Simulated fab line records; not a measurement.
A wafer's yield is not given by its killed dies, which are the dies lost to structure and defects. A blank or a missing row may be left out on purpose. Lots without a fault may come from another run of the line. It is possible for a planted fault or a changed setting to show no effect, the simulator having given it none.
Which tool did it? || flow sfqLine || 14 lots, 42 wafers sampled, at 3 steps of a route of 325

WHAT EACH GAUGE READ, for each wafer
SFQ_R5_RS_MEAS_933: measurement is done with a four-point probe. Usual: for R5_MONX_RS the level is 7.01 ohm/sq and the standard deviation is 0.067.
{"lot": "L212", "measured": "day 55 05:12", "on": "filmMetro-03", "R5_MONX_RS (ohm/sq)": "7.00 6.97 6.98", "flag": ""}
{"lot": "L213", "measured": "day 57 01:04", "on": "filmMetro-02", "R5_MONX_RS (ohm/sq)": "7.05 6.98 6.89", "flag": ""}
{"lot": "L214", "measured": "day 57 03:24", "on": "filmMetro-02", "R5_MONX_RS (ohm/sq)": "6.91 6.84 6.98", "flag": ""}
{"lot": "L216", "measured": "day 57 07:01", "on": "filmMetro-03", "R5_MONX_RS (ohm/sq)": "7.03 7.07 7.02", "flag": ""}
{"lot": "L218", "measured": "day 57 17:56", "on": "filmMetro-02", "R5_MONX_RS (ohm/sq)": "7.05 6.93 7.03", "flag": ""}
{"lot": "L219", "measured": "day 57 20:56", "on": "filmMetro-02", "R5_MONX_RS (ohm/sq)": "6.99 7.00 6.97", "flag": ""}
{"lot": "L222", "measured": "day 58 07:37", "on": "filmMetro-04", "R5_MONX_RS (ohm/sq)": "7.06 7.01 7.01", "flag": ""}
{"lot": "L223", "measured": "day 58 08:58", "on": "filmMetro-04", "R5_MONX_RS (ohm/sq)": "7.11 7.10 7.13", "flag": ""}
{"lot": "L226", "measured": "day 58 22:10", "on": "filmMetro-02", "R5_MONX_RS (ohm/sq)": "6.87 6.91 6.99", "flag": ""}
{"lot": "L227", "measured": "day 59 03:43", "on": "filmMetro-02", "R5_MONX_RS (ohm/sq)": "7.07 4.47 7.00", "flag": "OFF"}
{"lot": "L230", "measured": "day 60 01:01", "on": "filmMetro-02", "R5_MONX_RS (ohm/sq)": "7.10 4.44 7.01", "flag": "OFF"}
{"lot": "L231", "measured": "day 60 07:40", "on": "filmMetro-03", "R5_MONX_RS (ohm/sq)": "7.02 7.11 7.10", "flag": ""}
{"lot": "L232", "measured": "day 60 10:40", "on": "filmMetro-03", "R5_MONX_RS (ohm/sq)": "6.98 6.95 7.07", "flag": ""}
{"lot": "L234", "measured": "day 60 21:37", "on": "filmMetro-03", "R5_MONX_RS (ohm/sq)": "7.07 7.04 7.15", "flag": ""}

SFQ_R5_THK_MEAS_934: measures by xrf. Usual: for R5_MONX_THK the level is 40.4 nm and the standard deviation is 0.39.
{"lot": "L212", "measured": "day 55 05:19", "on": "filmMetro-03", "R5_MONX_THK (nm)": "40.2 40.4 40.3", "flag": ""}
{"lot": "L213", "measured": "day 57 01:10", "on": "filmMetro-02", "R5_MONX_THK (nm)": "40.3 40.4 41.2", "flag": ""}
{"lot": "L214", "measured": "day 57 03:31", "on": "filmMetro-02", "R5_MONX_THK (nm)": "41.1 41.6 40.7", "flag": ""}
{"lot": "L216", "measured": "day 57 07:08", "on": "filmMetro-03", "R5_MONX_THK (nm)": "40.5 40.2 40.2", "flag": ""}
{"lot": "L218", "measured": "day 57 18:03", "on": "filmMetro-02", "R5_MONX_THK (nm)": "40.3 41.0 40.4", "flag": ""}
{"lot": "L219", "measured": "day 57 21:03", "on": "filmMetro-02", "R5_MONX_THK (nm)": "40.7 40.6 40.7", "flag": ""}
{"lot": "L222", "measured": "day 58 07:44", "on": "filmMetro-04", "R5_MONX_THK (nm)": "40.1 40.3 40.2", "flag": ""}
{"lot": "L223", "measured": "day 58 09:04", "on": "filmMetro-04", "R5_MONX_THK (nm)": "39.9 39.7 39.7", "flag": ""}
{"lot": "L226", "measured": "day 58 22:16", "on": "filmMetro-02", "R5_MONX_THK (nm)": "41.1 41.0 40.7", "flag": ""}
{"lot": "L227", "measured": "day 59 03:50", "on": "filmMetro-02", "R5_MONX_THK (nm)": "40.4 64.9 40.7", "flag": "OFF"}
{"lot": "L230", "measured": "day 60 01:08", "on": "filmMetro-02", "R5_MONX_THK (nm)": "40.1 65.5 40.7", "flag": "OFF"}
{"lot": "L231", "measured": "day 60 07:47", "on": "filmMetro-03", "R5_MONX_THK (nm)": "40.5 39.7 39.7", "flag": ""}
{"lot": "L232", "measured": "day 60 10:47", "on": "filmMetro-03", "R5_MONX_THK (nm)": "40.5 40.4 40.1", "flag": ""}
{"lot": "L234", "measured": "day 60 21:43", "on": "filmMetro-03", "R5_MONX_THK (nm)": "40.2 40.2 39.8", "flag": ""}

WHICH TOOL RAN EACH LOT (tool, then ch and the chambers of the sampled wafers, then the start)
{"lot": "L212", "SFQ_TRILAYER_R5_DEP_SPUTTER_133": "pvdSputter-05, day 55 05:07"}
{"lot": "L213", "SFQ_TRILAYER_R5_DEP_SPUTTER_133": "pvdSputter-03, day 57 00:56"}
{"lot": "L214", "SFQ_TRILAYER_R5_DEP_SPUTTER_133": "pvdSputter-03, day 57 03:20"}
{"lot": "L216", "SFQ_TRILAYER_R5_DEP_SPUTTER_133": "pvdSputter-04, day 57 06:56"}
{"lot": "L218", "SFQ_TRILAYER_R5_DEP_SPUTTER_133": "pvdSputter-03, day 57 17:51"}
{"lot": "L219", "SFQ_TRILAYER_R5_DEP_SPUTTER_133": "pvdSputter-05, day 57 20:51"}
{"lot": "L222", "SFQ_TRILAYER_R5_DEP_SPUTTER_133": "pvdSputter-03, day 58 07:33"}
{"lot": "L223", "SFQ_TRILAYER_R5_DEP_SPUTTER_133": "pvdSputter-04, day 58 08:51"}
{"lot": "L226", "SFQ_TRILAYER_R5_DEP_SPUTTER_133": "pvdSputter-05, day 58 22:04"}
{"lot": "L227", "SFQ_TRILAYER_R5_DEP_SPUTTER_133": "pvdSputter-04, day 59 03:38"}
{"lot": "L230", "SFQ_TRILAYER_R5_DEP_SPUTTER_133": "pvdSputter-04, day 60 00:57"}
{"lot": "L231", "SFQ_TRILAYER_R5_DEP_SPUTTER_133": "pvdSputter-03, day 60 07:35"}
{"lot": "L232", "SFQ_TRILAYER_R5_DEP_SPUTTER_133": "pvdSputter-05, day 60 10:35"}
{"lot": "L234", "SFQ_TRILAYER_R5_DEP_SPUTTER_133": "pvdSputter-05, day 60 21:31"}
- SFQ_TRILAYER_R5_DEP_SPUTTER_133: material MoNx, target thk 40 nm, time 66.7 s.

AS READ BY THE TOOLS THEMSELVES (means over the sampled wafers that have a number; for cases with no such wafer, the mark the record gives instead)
SFQ_TRILAYER_R5_DEP_SPUTTER_133. Usual: basePressurePa 1.33e-06 Pa, standard deviation 8.9e-08; cathodeDcPowerW 999.98 W, standard deviation 0.17; throttleValvePct 30.1 %, standard deviation 1.1.
{"lot": "L212", "tool": "pvdSputter-05", "basePressurePa (Pa)": 1.39e-06, "cathodeDcPowerW (W)": 1000.07, "throttleValvePct (%)": 30.1, "flag": ""}
{"lot": "L213", "tool": "pvdSputter-03", "basePressurePa (Pa)": 1.44e-06, "cathodeDcPowerW (W)": 1000.03, "throttleValvePct (%)": 29.6, "flag": ""}
{"lot": "L214", "tool": "pvdSputter-03", "basePressurePa (Pa)": 1.35e-06, "cathodeDcPowerW (W)": 1000.17, "throttleValvePct (%)": 29.8, "flag": ""}
{"lot": "L216", "tool": "pvdSputter-04", "basePressurePa (Pa)": 1.39e-06, "cathodeDcPowerW (W)": 999.99, "throttleValvePct (%)": 30.0, "flag": ""}
{"lot": "L218", "tool": "pvdSputter-03", "basePressurePa (Pa)": 1.31e-06, "cathodeDcPowerW (W)": 1000.00, "throttleValvePct (%)": 29.6, "flag": ""}
{"lot": "L219", "tool": "pvdSputter-05", "basePressurePa (Pa)": 1.37e-06, "cathodeDcPowerW (W)": 999.80, "throttleValvePct (%)": 30.4, "flag": ""}
{"lot": "L222", "tool": "pvdSputter-03", "basePressurePa (Pa)": 1.34e-06, "cathodeDcPowerW (W)": 1000.00, "throttleValvePct (%)": 29.3, "flag": ""}
{"lot": "L223", "tool": "pvdSputter-04", "basePressurePa (Pa)": 1.36e-06, "cathodeDcPowerW (W)": 999.91, "throttleValvePct (%)": 31.2, "flag": ""}
{"lot": "L226", "tool": "pvdSputter-05", "basePressurePa (Pa)": 1.33e-06, "cathodeDcPowerW (W)": 999.92, "throttleValvePct (%)": 30.0, "flag": ""}
{"lot": "L227", "tool": "pvdSputter-04", "basePressurePa (Pa)": 1.26e-06, "cathodeDcPowerW (W)": 1000.13, "throttleValvePct (%)": 30.0, "flag": ""}
{"lot": "L230", "tool": "pvdSputter-04", "basePressurePa (Pa)": 1.31e-06, "cathodeDcPowerW (W)": 1000.00, "throttleValvePct (%)": 30.2, "flag": ""}
{"lot": "L231", "tool": "pvdSputter-03", "basePressurePa (Pa)": 1.38e-06, "cathodeDcPowerW (W)": 1000.07, "throttleValvePct (%)": 29.5, "flag": ""}
{"lot": "L232", "tool": "pvdSputter-05", "basePressurePa (Pa)": 1.31e-06, "cathodeDcPowerW (W)": 999.98, "throttleValvePct (%)": 30.1, "flag": ""}
{"lot": "L234", "tool": "pvdSputter-05", "basePressurePa (Pa)": 1.26e-06, "cathodeDcPowerW (W)": 999.94, "throttleValvePct (%)": 30.3, "flag": ""}

THE ANSWER, worked out from the rows above alone
Rule: a lot is off if the mean of its wafers that have a number lies more than 3 standard deviations from the usual mean. A lot without any number at a reading at which 4 lots or more have one is off too. Where the step has rows for the other lots, those lots are counted as sound. The gauges are gone through in route order, then the tools' own readings, and for those a lot's mean is taken as printed above. The first step at which some lot is off is used, and at that step the reading that is off furthest; a lot without a number counts as furthest.
Off: L227, L230, seen at SFQ_R5_RS_MEAS_933 (R5_MONX_RS).
A tool fits if, at a process step before that reading, it ran every lot that is off, and no sound lot after the first of them. The gauges at SFQ_R5_RS_MEAS_933 are tried like those tools. 2 tools fit, pvdSputter-04 at SFQ_TRILAYER_R5_DEP_SPUTTER_133 and filmMetro-02 at SFQ_R5_RS_MEAS_933, so this cannot tell which one it is.

WHAT WAS PUT IN BY THE SIMULATOR
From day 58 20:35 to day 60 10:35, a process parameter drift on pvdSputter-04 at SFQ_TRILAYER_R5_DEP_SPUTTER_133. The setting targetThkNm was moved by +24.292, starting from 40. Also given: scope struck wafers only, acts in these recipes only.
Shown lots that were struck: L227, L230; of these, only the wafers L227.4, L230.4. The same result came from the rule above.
